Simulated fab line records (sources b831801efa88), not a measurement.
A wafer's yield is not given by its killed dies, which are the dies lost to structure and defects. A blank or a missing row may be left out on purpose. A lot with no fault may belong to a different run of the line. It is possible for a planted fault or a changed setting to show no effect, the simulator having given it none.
fab line records / flow sky130 / part 2 of 2: steps 28 to 37 of 37
record lots=5 wafers=15 last_day=50
route steps=708 shown METAL2@503 VIA2@507 METAL3@532 CAPM@537
lots that met no fault: from a run of the same line without faults
start_h: hours from the record's opening day to when the first of the lot's shown wafers began / wait_h: hours since the lot's step before / " same as the row above / L1.1+2: one row covering several wafers at once / - no value, or no start was given / * or withheld: withheld / < > ~ a bound
route shown NAME@n: NAME is a module with steps in the file, n the number in the route of the first one / usual: mean and standard deviation over wafers with no fault / same: alike in all rows / chamber/n: place in a boat / sites: readings site by site / _std_site: how widely they spread, as a standard deviation / _edge_site: the outer-site mean with the inner-site mean subtracted / radius_mm: for every site, how far away it sits from the centre of the wafer / mask NAME#n: copy n / behind: the most recent tool/chamber to have shaped the wafer / hold: the reason the lot was held/the length of the hold in hours/how it ended / device: transistor that didn't switch, given as n, p or np / end of line: tests run on the same wafers once the route is complete / a step with no rows: only its recipe / killed: dies that structure and defects cost at the first sort, which is not the same as the wafer's yield / map: shows each die of a wafer: x if killed, . if not, _ if none is there
set.NAME: the setting the step ran with; set.NAME@STEP: the setting that earlier step ran with / model.NAME: the simulator's own value behind a step, which no gauge read
lots at some steps of the route; a table a step, a row a wafer
services: a tool's chamber out of use, with start hour (start_h, from the record's first day; less than 0 if before it), hours out, and reason
## steps
# step SKY_VIA2_THK_MEAS_23
# recipe thk_meas_gauge=xrf reads=W_of_VIA2_CVD_21
# usual VIA2_W_THK=405/7.1
lot.wafer=L078.1 tool=film_metro-01 chamber=- start_h=887.10 wait_h=0.1 VIA2_W_THK[nm]=409
lot.wafer=L078.2 tool=film_metro-01 chamber=- start_h=887.10 wait_h=0.1 VIA2_W_THK[nm]=406
lot.wafer=L078.5 tool=film_metro-01 chamber=- start_h=887.10 wait_h=0.1 VIA2_W_THK[nm]=406
lot.wafer=L092.2 tool=film_metro-01 chamber=- start_h=991.11 wait_h=0.1 VIA2_W_THK[nm]=400
lot.wafer=L092.3 tool=film_metro-01 chamber=- start_h=991.11 wait_h=0.1 VIA2_W_THK[nm]=400
lot.wafer=L092.4 tool=film_metro-01 chamber=- start_h=991.11 wait_h=0.1 VIA2_W_THK[nm]=397
lot.wafer=L094.3 tool=film_metro-01 chamber=- start_h=997.77 wait_h=0.1 VIA2_W_THK[nm]=398
lot.wafer=L094.4 tool=film_metro-01 chamber=- start_h=997.77 wait_h=0.1 VIA2_W_THK[nm]=397
lot.wafer=L094.6 tool=film_metro-01 chamber=- start_h=997.77 wait_h=0.1 VIA2_W_THK[nm]=397
lot.wafer=L095.2 tool=film_metro-04 chamber=- start_h=1015.27 wait_h=0.1 VIA2_W_THK[nm]=402
lot.wafer=L095.4 tool=film_metro-04 chamber=- start_h=1015.27 wait_h=0.1 VIA2_W_THK[nm]=401
lot.wafer=L095.5 tool=film_metro-04 chamber=- start_h=1015.27 wait_h=0.1 VIA2_W_THK[nm]=411
lot.wafer=L097.3 tool=film_metro-04 chamber=- start_h=1029.74 wait_h=0.1 VIA2_W_THK[nm]=402
lot.wafer=L097.5 tool=film_metro-04 chamber=- start_h=1029.74 wait_h=0.1 VIA2_W_THK[nm]=403
lot.wafer=L097.6 tool=film_metro-04 chamber=- start_h=1029.74 wait_h=0.1 VIA2_W_THK[nm]=401
# step SKY_VIA2_CMP_24
# recipe stop_on=SiO2 t_overpolish_s=20 down_force_psi=3.5 platen_rpm=60 target_thk_nm=0 pad_velocity_m_s=0.94248
# usual motor_current_A=10.8/1.1 overpolish_run_s=20.000/0.0084 time_to_endpoint_s=104/4.4
lot.wafer=L078.1 tool=cmp-02 chamber=1 start_h=887.16 wait_h=0.1 motor_current_A=11.6 overpolish_run_s=20.018 time_to_endpoint_s=98
lot.wafer=L078.2 tool=cmp-02 chamber=0 start_h=887.16 wait_h=0.1 motor_current_A=10.1 overpolish_run_s=19.998 time_to_endpoint_s=100
lot.wafer=L078.5 tool=cmp-02 chamber=1 start_h=887.16 wait_h=0.1 motor_current_A=11.4 overpolish_run_s=19.995 time_to_endpoint_s=97
lot.wafer=L092.2 tool=cmp-02 chamber=0 start_h=991.16 wait_h=0.0 motor_current_A=9.9 overpolish_run_s=20.009 time_to_endpoint_s=107
lot.wafer=L092.3 tool=cmp-02 chamber=2 start_h=991.16 wait_h=0.0 motor_current_A=12.5 overpolish_run_s=19.997 time_to_endpoint_s=107
lot.wafer=L092.4 tool=cmp-02 chamber=3 start_h=991.16 wait_h=0.0 motor_current_A=11.2 overpolish_run_s=20.009 time_to_endpoint_s=108
lot.wafer=L094.3 tool=cmp-01 chamber=0 start_h=997.81 wait_h=0.0 motor_current_A=9.8 overpolish_run_s=19.998 time_to_endpoint_s=106
lot.wafer=L094.4 tool=cmp-01 chamber=1 start_h=997.81 wait_h=0.0 motor_current_A=12.0 overpolish_run_s=19.996 time_to_endpoint_s=113
lot.wafer=L094.6 tool=cmp-01 chamber=1 start_h=997.81 wait_h=0.0 motor_current_A=11.3 overpolish_run_s=20.002 time_to_endpoint_s=111
lot.wafer=L095.4 tool=cmp-01 chamber=1 start_h=1015.32 wait_h=0.0 motor_current_A=11.3 overpolish_run_s=20.001 time_to_endpoint_s=109
lot.wafer=L095.2 tool=cmp-01 chamber=0 start_h=1015.32 wait_h=0.0 motor_current_A=9.3 overpolish_run_s=19.994 time_to_endpoint_s=105
lot.wafer=L095.5 tool=cmp-01 chamber=1 start_h=1015.32 wait_h=0.0 motor_current_A=11.2 overpolish_run_s=19.988 time_to_endpoint_s=113
lot.wafer=L097.3 tool=cmp-02 chamber=2 start_h=1029.83 wait_h=0.1 motor_current_A=11.9 overpolish_run_s=20.015 time_to_endpoint_s=102
lot.wafer=L097.6 tool=cmp-02 chamber=1 start_h=1029.83 wait_h=0.1 motor_current_A=10.9 overpolish_run_s=20.002 time_to_endpoint_s=98
lot.wafer=L097.5 tool=cmp-02 chamber=2 start_h=1029.83 wait_h=0.1 motor_current_A=13.2 overpolish_run_s=19.994 time_to_endpoint_s=102
# step SKY_METAL3_SPUTTER_00
# recipe material=Ti target_thk_nm=15 power_w=3000 time_s=10 chamber_pressure_pa=0.4
# usual throttle_valve_pct=29.9/0.69
lot.wafer=L078.1 tool=pvd_sputter-04 chamber=- start_h=887.46 wait_h=0.2 throttle_valve_pct=29.0
lot.wafer=L078.2 tool=pvd_sputter-04 chamber=- start_h=887.46 wait_h=0.2 throttle_valve_pct=30.2
lot.wafer=L078.5 tool=pvd_sputter-04 chamber=- start_h=887.46 wait_h=0.2 throttle_valve_pct=30.0
lot.wafer=L092.2 tool=pvd_sputter-03 chamber=- start_h=991.46 wait_h=0.2 throttle_valve_pct=30.0
lot.wafer=L092.3 tool=pvd_sputter-03 chamber=- start_h=991.46 wait_h=0.2 throttle_valve_pct=31.1
lot.wafer=L092.4 tool=pvd_sputter-03 chamber=- start_h=991.46 wait_h=0.2 throttle_valve_pct=28.8
lot.wafer=L094.3 tool=pvd_sputter-04 chamber=- start_h=998.11 wait_h=0.2 throttle_valve_pct=29.0
lot.wafer=L094.4 tool=pvd_sputter-04 chamber=- start_h=998.11 wait_h=0.2 throttle_valve_pct=29.4
lot.wafer=L094.6 tool=pvd_sputter-04 chamber=- start_h=998.11 wait_h=0.2 throttle_valve_pct=30.7
lot.wafer=L095.2 tool=pvd_sputter-03 chamber=- start_h=1015.62 wait_h=0.1 throttle_valve_pct=30.2
lot.wafer=L095.4 tool=pvd_sputter-03 chamber=- start_h=1015.62 wait_h=0.1 throttle_valve_pct=30.4
lot.wafer=L095.5 tool=pvd_sputter-03 chamber=- start_h=1015.62 wait_h=0.1 throttle_valve_pct=30.4
lot.wafer=L097.3 tool=pvd_sputter-03 chamber=- start_h=1030.08 wait_h=0.2 throttle_valve_pct=30.1
lot.wafer=L097.5 tool=pvd_sputter-03 chamber=- start_h=1030.08 wait_h=0.2 throttle_valve_pct=28.9
lot.wafer=L097.6 tool=pvd_sputter-03 chamber=- start_h=1030.08 wait_h=0.2 throttle_valve_pct=30.8
# step SKY_METAL3_SPUTTER_01
# recipe material=TiN target_thk_nm=20 power_w=6500 time_s=16.7 chamber_pressure_pa=0.4
# usual throttle_valve_pct=29.8/0.71
lot.wafer=L078.1 tool=pvd_sputter-04 chamber=- start_h=887.48 wait_h=0.0 throttle_valve_pct=29.0
lot.wafer=L078.2 tool=pvd_sputter-04 chamber=- start_h=887.48 wait_h=0.0 throttle_valve_pct=30.3
lot.wafer=L078.5 tool=pvd_sputter-04 chamber=- start_h=887.48 wait_h=0.0 throttle_valve_pct=30.0
lot.wafer=L092.2 tool=pvd_sputter-03 chamber=- start_h=991.48 wait_h=0.0 throttle_valve_pct=30.1
lot.wafer=L092.3 tool=pvd_sputter-03 chamber=- start_h=991.48 wait_h=0.0 throttle_valve_pct=30.9
lot.wafer=L092.4 tool=pvd_sputter-03 chamber=- start_h=991.48 wait_h=0.0 throttle_valve_pct=28.7
lot.wafer=L094.3 tool=pvd_sputter-04 chamber=- start_h=998.13 wait_h=0.0 throttle_valve_pct=28.9
lot.wafer=L094.4 tool=pvd_sputter-04 chamber=- start_h=998.13 wait_h=0.0 throttle_valve_pct=29.4
lot.wafer=L094.6 tool=pvd_sputter-04 chamber=- start_h=998.13 wait_h=0.0 throttle_valve_pct=30.2
lot.wafer=L095.2 tool=pvd_sputter-03 chamber=- start_h=1015.64 wait_h=0.0 throttle_valve_pct=30.1
lot.wafer=L095.4 tool=pvd_sputter-03 chamber=- start_h=1015.64 wait_h=0.0 throttle_valve_pct=30.3
lot.wafer=L095.5 tool=pvd_sputter-03 chamber=- start_h=1015.64 wait_h=0.0 throttle_valve_pct=30.5
lot.wafer=L097.3 tool=pvd_sputter-03 chamber=- start_h=1030.10 wait_h=0.0 throttle_valve_pct=30.0
lot.wafer=L097.5 tool=pvd_sputter-03 chamber=- start_h=1030.10 wait_h=0.0 throttle_valve_pct=28.7
lot.wafer=L097.6 tool=pvd_sputter-03 chamber=- start_h=1030.10 wait_h=0.0 throttle_valve_pct=30.5
# step SKY_METAL3_SPUTTER_02
# recipe material=AlCu target_thk_nm=735 power_w=10600 time_s=39.1 chamber_pressure_pa=0.4
# usual throttle_valve_pct=29.8/0.69
lot.wafer=L078.1 tool=pvd_sputter-04 chamber=- start_h=887.50 wait_h=0.0 throttle_valve_pct=28.8
lot.wafer=L078.2 tool=pvd_sputter-04 chamber=- start_h=887.50 wait_h=0.0 throttle_valve_pct=30.5
lot.wafer=L078.5 tool=pvd_sputter-04 chamber=- start_h=887.50 wait_h=0.0 throttle_valve_pct=30.1
lot.wafer=L092.2 tool=pvd_sputter-03 chamber=- start_h=991.50 wait_h=0.0 throttle_valve_pct=30.2
lot.wafer=L092.3 tool=pvd_sputter-03 chamber=- start_h=991.50 wait_h=0.0 throttle_valve_pct=31.2
lot.wafer=L092.4 tool=pvd_sputter-03 chamber=- start_h=991.50 wait_h=0.0 throttle_valve_pct=28.8
lot.wafer=L094.3 tool=pvd_sputter-04 chamber=- start_h=998.15 wait_h=0.0 throttle_valve_pct=28.8
lot.wafer=L094.4 tool=pvd_sputter-04 chamber=- start_h=998.15 wait_h=0.0 throttle_valve_pct=29.3
lot.wafer=L094.6 tool=pvd_sputter-04 chamber=- start_h=998.15 wait_h=0.0 throttle_valve_pct=30.2
lot.wafer=L095.2 tool=pvd_sputter-03 chamber=- start_h=1015.66 wait_h=0.0 throttle_valve_pct=30.0
lot.wafer=L095.4 tool=pvd_sputter-03 chamber=- start_h=1015.66 wait_h=0.0 throttle_valve_pct=30.6
lot.wafer=L095.5 tool=pvd_sputter-03 chamber=- start_h=1015.66 wait_h=0.0 throttle_valve_pct=30.5
lot.wafer=L097.3 tool=pvd_sputter-03 chamber=- start_h=1030.13 wait_h=0.0 throttle_valve_pct=29.9
lot.wafer=L097.5 tool=pvd_sputter-03 chamber=- start_h=1030.13 wait_h=0.0 throttle_valve_pct=28.6
lot.wafer=L097.6 tool=pvd_sputter-03 chamber=- start_h=1030.13 wait_h=0.0 throttle_valve_pct=30.4
# step SKY_METAL3_SPUTTER_03
# recipe material=Ti target_thk_nm=5 power_w=3000 time_s=3.3 chamber_pressure_pa=0.4
# usual throttle_valve_pct=29.9/0.68
lot.wafer=L078.1 tool=pvd_sputter-04 chamber=- start_h=887.54 wait_h=0.0 throttle_valve_pct=29.0
lot.wafer=L078.2 tool=pvd_sputter-04 chamber=- start_h=887.54 wait_h=0.0 throttle_valve_pct=30.4
lot.wafer=L078.5 tool=pvd_sputter-04 chamber=- start_h=887.54 wait_h=0.0 throttle_valve_pct=30.2
lot.wafer=L092.2 tool=pvd_sputter-03 chamber=- start_h=991.54 wait_h=0.0 throttle_valve_pct=30.1
lot.wafer=L092.3 tool=pvd_sputter-03 chamber=- start_h=991.54 wait_h=0.0 throttle_valve_pct=31.0
lot.wafer=L092.4 tool=pvd_sputter-03 chamber=- start_h=991.54 wait_h=0.0 throttle_valve_pct=28.6
lot.wafer=L094.3 tool=pvd_sputter-04 chamber=- start_h=998.19 wait_h=0.0 throttle_valve_pct=29.0
lot.wafer=L094.4 tool=pvd_sputter-04 chamber=- start_h=998.19 wait_h=0.0 throttle_valve_pct=29.5
lot.wafer=L094.6 tool=pvd_sputter-04 chamber=- start_h=998.19 wait_h=0.0 throttle_valve_pct=30.4
lot.wafer=L095.2 tool=pvd_sputter-03 chamber=- start_h=1015.70 wait_h=0.0 throttle_valve_pct=30.0
lot.wafer=L095.4 tool=pvd_sputter-03 chamber=- start_h=1015.70 wait_h=0.0 throttle_valve_pct=30.0
lot.wafer=L095.5 tool=pvd_sputter-03 chamber=- start_h=1015.70 wait_h=0.0 throttle_valve_pct=30.3
lot.wafer=L097.3 tool=pvd_sputter-03 chamber=- start_h=1030.17 wait_h=0.0 throttle_valve_pct=30.2
lot.wafer=L097.5 tool=pvd_sputter-03 chamber=- start_h=1030.17 wait_h=0.0 throttle_valve_pct=28.9
lot.wafer=L097.6 tool=pvd_sputter-03 chamber=- start_h=1030.17 wait_h=0.0 throttle_valve_pct=30.4
# step SKY_METAL3_SPUTTER_04
# recipe material=TiN target_thk_nm=70 power_w=6500 time_s=58.3 chamber_pressure_pa=0.4
# usual throttle_valve_pct=29.8/0.7
lot.wafer=L078.1 tool=pvd_sputter-04 chamber=- start_h=887.56 wait_h=0.0 throttle_valve_pct=28.8
lot.wafer=L078.2 tool=pvd_sputter-04 chamber=- start_h=887.56 wait_h=0.0 throttle_valve_pct=30.5
lot.wafer=L078.5 tool=pvd_sputter-04 chamber=- start_h=887.56 wait_h=0.0 throttle_valve_pct=30.2
lot.wafer=L092.2 tool=pvd_sputter-03 chamber=- start_h=991.56 wait_h=0.0 throttle_valve_pct=30.4
lot.wafer=L092.3 tool=pvd_sputter-03 chamber=- start_h=991.56 wait_h=0.0 throttle_valve_pct=30.9
lot.wafer=L092.4 tool=pvd_sputter-03 chamber=- start_h=991.56 wait_h=0.0 throttle_valve_pct=28.5
lot.wafer=L094.3 tool=pvd_sputter-04 chamber=- start_h=998.21 wait_h=0.0 throttle_valve_pct=28.8
lot.wafer=L094.4 tool=pvd_sputter-04 chamber=- start_h=998.21 wait_h=0.0 throttle_valve_pct=29.3
lot.wafer=L094.6 tool=pvd_sputter-04 chamber=- start_h=998.21 wait_h=0.0 throttle_valve_pct=30.5
lot.wafer=L095.2 tool=pvd_sputter-03 chamber=- start_h=1015.72 wait_h=0.0 throttle_valve_pct=30.0
lot.wafer=L095.4 tool=pvd_sputter-03 chamber=- start_h=1015.72 wait_h=0.0 throttle_valve_pct=30.4
lot.wafer=L095.5 tool=pvd_sputter-03 chamber=- start_h=1015.72 wait_h=0.0 throttle_valve_pct=30.7
lot.wafer=L097.3 tool=pvd_sputter-03 chamber=- start_h=1030.19 wait_h=0.0 throttle_valve_pct=30.0
lot.wafer=L097.5 tool=pvd_sputter-03 chamber=- start_h=1030.19 wait_h=0.0 throttle_valve_pct=28.4
lot.wafer=L097.6 tool=pvd_sputter-03 chamber=- start_h=1030.19 wait_h=0.0 throttle_valve_pct=30.5
# step SKY_CAPM_CVD_00
# recipe material=SiO2 target_thk_nm=15.5 temp_c=400 time_s=withheld rf_w=450
# usual heater_power_w=721/110
lot.wafer=L078.1 tool=pecvd-01 chamber=1 start_h=887.61 wait_h=0.0 heater_power_w=713
lot.wafer=L078.2 tool=pecvd-01 chamber=0 start_h=887.61 wait_h=0.0 heater_power_w=673
lot.wafer=L078.5 tool=pecvd-01 chamber=2 start_h=887.61 wait_h=0.0 heater_power_w=763
lot.wafer=L092.2 tool=pecvd-04 chamber=2 start_h=991.61 wait_h=0.0 heater_power_w=812
lot.wafer=L092.3 tool=pecvd-04 chamber=0 start_h=991.61 wait_h=0.0 heater_power_w=663
lot.wafer=L092.4 tool=pecvd-04 chamber=2 start_h=991.61 wait_h=0.0 heater_power_w=844
lot.wafer=L094.3 tool=pecvd-04 chamber=0 start_h=998.27 wait_h=0.0 heater_power_w=704
lot.wafer=L094.4 tool=pecvd-04 chamber=2 start_h=998.27 wait_h=0.0 heater_power_w=743
lot.wafer=L094.6 tool=pecvd-04 chamber=2 start_h=998.27 wait_h=0.0 heater_power_w=740
lot.wafer=L095.2 tool=pecvd-01 chamber=1 start_h=1015.77 wait_h=0.0 heater_power_w=777
lot.wafer=L095.4 tool=pecvd-01 chamber=2 start_h=1015.77 wait_h=0.0 heater_power_w=852
lot.wafer=L095.5 tool=pecvd-01 chamber=1 start_h=1015.77 wait_h=0.0 heater_power_w=772
lot.wafer=L097.3 tool=pecvd-04 chamber=0 start_h=1030.25 wait_h=0.0 heater_power_w=810
lot.wafer=L097.5 tool=pecvd-04 chamber=0 start_h=1030.25 wait_h=0.0 heater_power_w=813
lot.wafer=L097.6 tool=pecvd-04 chamber=2 start_h=1030.25 wait_h=0.0 heater_power_w=897
# step SKY_CAPM_THK_MEAS_01
# recipe reads=SiO2_of_CAPM_CVD_00
# usual CAPM_CVD_00_THK=15.53/0.21
lot.wafer=L078.1 tool=film_metro-04 chamber=- start_h=887.63 wait_h=- CAPM_CVD_00_THK[nm]=15.33
lot.wafer=L078.2 tool=film_metro-04 chamber=- start_h=887.63 wait_h=- CAPM_CVD_00_THK[nm]=15.47
lot.wafer=L078.5 tool=film_metro-04 chamber=- start_h=887.63 wait_h=- CAPM_CVD_00_THK[nm]=15.93
lot.wafer=L092.2 tool=film_metro-01 chamber=- start_h=991.65 wait_h=- CAPM_CVD_00_THK[nm]=15.03
lot.wafer=L092.3 tool=film_metro-01 chamber=- start_h=991.65 wait_h=- CAPM_CVD_00_THK[nm]=15.25
lot.wafer=L092.4 tool=film_metro-01 chamber=- start_h=991.65 wait_h=- CAPM_CVD_00_THK[nm]=15.38
lot.wafer=L094.3 tool=film_metro-01 chamber=- start_h=998.31 wait_h=- CAPM_CVD_00_THK[nm]=15.50
lot.wafer=L094.4 tool=film_metro-01 chamber=- start_h=998.31 wait_h=- CAPM_CVD_00_THK[nm]=15.46
lot.wafer=L094.6 tool=film_metro-01 chamber=- start_h=998.31 wait_h=- CAPM_CVD_00_THK[nm]=15.32
lot.wafer=L095.2 tool=film_metro-01 chamber=- start_h=1015.80 wait_h=- CAPM_CVD_00_THK[nm]=15.32
lot.wafer=L095.4 tool=film_metro-01 chamber=- start_h=1015.80 wait_h=- CAPM_CVD_00_THK[nm]=15.50
lot.wafer=L095.5 tool=film_metro-01 chamber=- start_h=1015.80 wait_h=- CAPM_CVD_00_THK[nm]=15.54
lot.wafer=L097.3 tool=film_metro-02 chamber=- start_h=1030.29 wait_h=- CAPM_CVD_00_THK[nm]=15.52
lot.wafer=L097.5 tool=film_metro-02 chamber=- start_h=1030.29 wait_h=- CAPM_CVD_00_THK[nm]=15.66
lot.wafer=L097.6 tool=film_metro-02 chamber=- start_h=1030.29 wait_h=- CAPM_CVD_00_THK[nm]=15.73
# step SKY_CAPM_SPUTTER_02
# recipe material=TiN target_thk_nm=200 temp_c=300 power_w=6500 time_s=166.7 chamber_pressure_pa=0.4
# usual throttle_valve_pct=30.0/0.93
lot.wafer=L078.1 tool=pvd_sputter-02 chamber=- start_h=887.69 wait_h=0.1 throttle_valve_pct=30.2
lot.wafer=L078.2 tool=pvd_sputter-02 chamber=- start_h=887.69 wait_h=0.1 throttle_valve_pct=30.0
lot.wafer=L078.5 tool=pvd_sputter-02 chamber=- start_h=887.69 wait_h=0.1 throttle_valve_pct=30.3
lot.wafer=L092.2 tool=pvd_sputter-04 chamber=- start_h=991.70 wait_h=0.0 throttle_valve_pct=30.2
lot.wafer=L092.3 tool=pvd_sputter-04 chamber=- start_h=991.70 wait_h=0.0 throttle_valve_pct=30.2
lot.wafer=L092.4 tool=pvd_sputter-04 chamber=- start_h=991.70 wait_h=0.0 throttle_valve_pct=28.8
lot.wafer=L094.3 tool=pvd_sputter-01 chamber=- start_h=998.35 wait_h=0.0 throttle_valve_pct=31.0
lot.wafer=L094.4 tool=pvd_sputter-01 chamber=- start_h=998.35 wait_h=0.0 throttle_valve_pct=30.1
lot.wafer=L094.6 tool=pvd_sputter-01 chamber=- start_h=998.35 wait_h=0.0 throttle_valve_pct=30.2
lot.wafer=L095.2 tool=pvd_sputter-01 chamber=- start_h=1015.85 wait_h=0.0 throttle_valve_pct=30.8
lot.wafer=L095.4 tool=pvd_sputter-01 chamber=- start_h=1015.85 wait_h=0.0 throttle_valve_pct=29.4
lot.wafer=L095.5 tool=pvd_sputter-01 chamber=- start_h=1015.85 wait_h=0.0 throttle_valve_pct=29.2
lot.wafer=L097.3 tool=pvd_sputter-02 chamber=- start_h=1030.33 wait_h=0.0 throttle_valve_pct=30.1
lot.wafer=L097.5 tool=pvd_sputter-02 chamber=- start_h=1030.33 wait_h=0.0 throttle_valve_pct=31.5
lot.wafer=L097.6 tool=pvd_sputter-02 chamber=- start_h=1030.33 wait_h=0.0 throttle_valve_pct=30.1
## services
tool=cmp-02 chamber=- start_h=837.04 hours=22.1 kind=repair
tool=pvd_sputter-03 chamber=- start_h=844.64 hours=3.2 kind=repair
tool=plasma_asher-03 chamber=- start_h=845.12 hours=4.8 kind=repair
tool=pvd_sputter-04 chamber=- start_h=846.22 hours=5.2 kind=repair
tool=plasma_asher-01 chamber=- start_h=851.62 hours=15.6 kind=pm
tool=cvd_w-01 chamber=- start_h=860.29 hours=28.1 kind=pm
tool=pecvd-04 chamber=- start_h=870.79 hours=2.8 kind=pm
tool=rie_diel-02 chamber=0 start_h=877.67 hours=8.5 kind=repair
tool=pvd_sputter-01 chamber=- start_h=879.24 hours=2.2 kind=repair
tool=krf_scanner-02 chamber=- start_h=883.32 hours=1.5 kind=repair
tool=krf_scanner-02 chamber=- start_h=884.85 hours=1.3 kind=pm
tool=pvd_sputter-04 chamber=- start_h=905.25 hours=12.4 kind=repair
tool=cmp-02 chamber=- start_h=912.41 hours=4.0 kind=pm
tool=krf_scanner-02 chamber=- start_h=924.83 hours=0.8 kind=pm
tool=pvd_sputter-02 chamber=- start_h=937.49 hours=1.6 kind=repair
tool=krf_scanner-02 chamber=- start_h=951.99 hours=1.0 kind=pm
tool=rie_diel-02 chamber=3 start_h=971.84 hours=2.5 kind=repair
tool=hdpcvd-02 chamber=- start_h=978.59 hours=0.5 kind=repair
tool=rie_diel-02 chamber=- start_h=995.02 hours=1.0 kind=repair
tool=pvd_sputter-03 chamber=- start_h=997.27 hours=1.2 kind=repair
tool=pvd_sputter-01 chamber=- start_h=1000.03 hours=7.2 kind=repair
tool=cmp-02 chamber=- start_h=1006.37 hours=0.3 kind=repair
tool=cmp-02 chamber=- start_h=1010.78 hours=0.5 kind=repair
tool=krf_scanner-02 chamber=- start_h=1021.19 hours=3.6 kind=pm
